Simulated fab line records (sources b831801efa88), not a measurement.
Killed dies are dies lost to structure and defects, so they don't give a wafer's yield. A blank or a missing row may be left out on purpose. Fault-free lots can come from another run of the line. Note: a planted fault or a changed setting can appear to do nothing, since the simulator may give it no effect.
Chamber matching | flow gf180mcu | GF_MIM_CVD_05 on pecvd-01: 3 sister chambers
The step deposits Si3N4, target thk 42 nm, time 29.086 s. 3 wafers are shown with their chamber, then 9 later ones without.

== WAFERS PAIRED WITH THEIR CHAMBERS ==
wafer  | chamber | heater_power_w (W)
L091.4 | 2       | 638
L091.5 | 1       | 639
L091.6 | 0       | 636

== WAFERS MISSING THEIR CHAMBER ==
wafer  | heater_power_w (W)
L092.3 | 814
L092.4 | 641
L092.6 | 628
L094.2 | 790
L094.5 | 570
L094.6 | 783
L093.1 | 572
L093.3 | 632
L093.5 | 554

== THE CHAMBER EACH PASSED THROUGH ==
wafer  | from the rows above          | in truth
L092.3 | can't be placed: 1 or 2 or 0 | 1
L092.4 | can't be placed: 1 or 2 or 0 | 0
L092.6 | can't be placed: 0 or 2 or 1 | 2
L094.2 | can't be placed: 1 or 2 or 0 | 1
L094.5 | can't be placed: 0 or 2 or 1 | 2
L094.6 | can't be placed: 1 or 2 or 0 | 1
L093.1 | can't be placed: 0 or 2 or 1 | 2
L093.3 | can't be placed: 0 or 2 or 1 | 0
L093.5 | can't be placed: 0 or 2 or 1 | 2
Placed correctly: 0 of 9. Cannot be placed on the basis of these rows: 9; the candidates contain the true chamber in 9. 0 placed wrongly.
How it was worked out, from the rows above alone: a wafer's distance from a chamber is the root of the sum, over the readings, of the square of ((its reading less the chamber's mean) divided by the reading's scatter). The wafer belongs to the nearest chamber; if the next one is less than 2 further off, it can't be placed. A chamber's mean is the mean of its shown wafers. The scatter: with one shown wafer a chamber, the root of the mean of the squares of how far each hidden wafer lies from its nearest shown one.
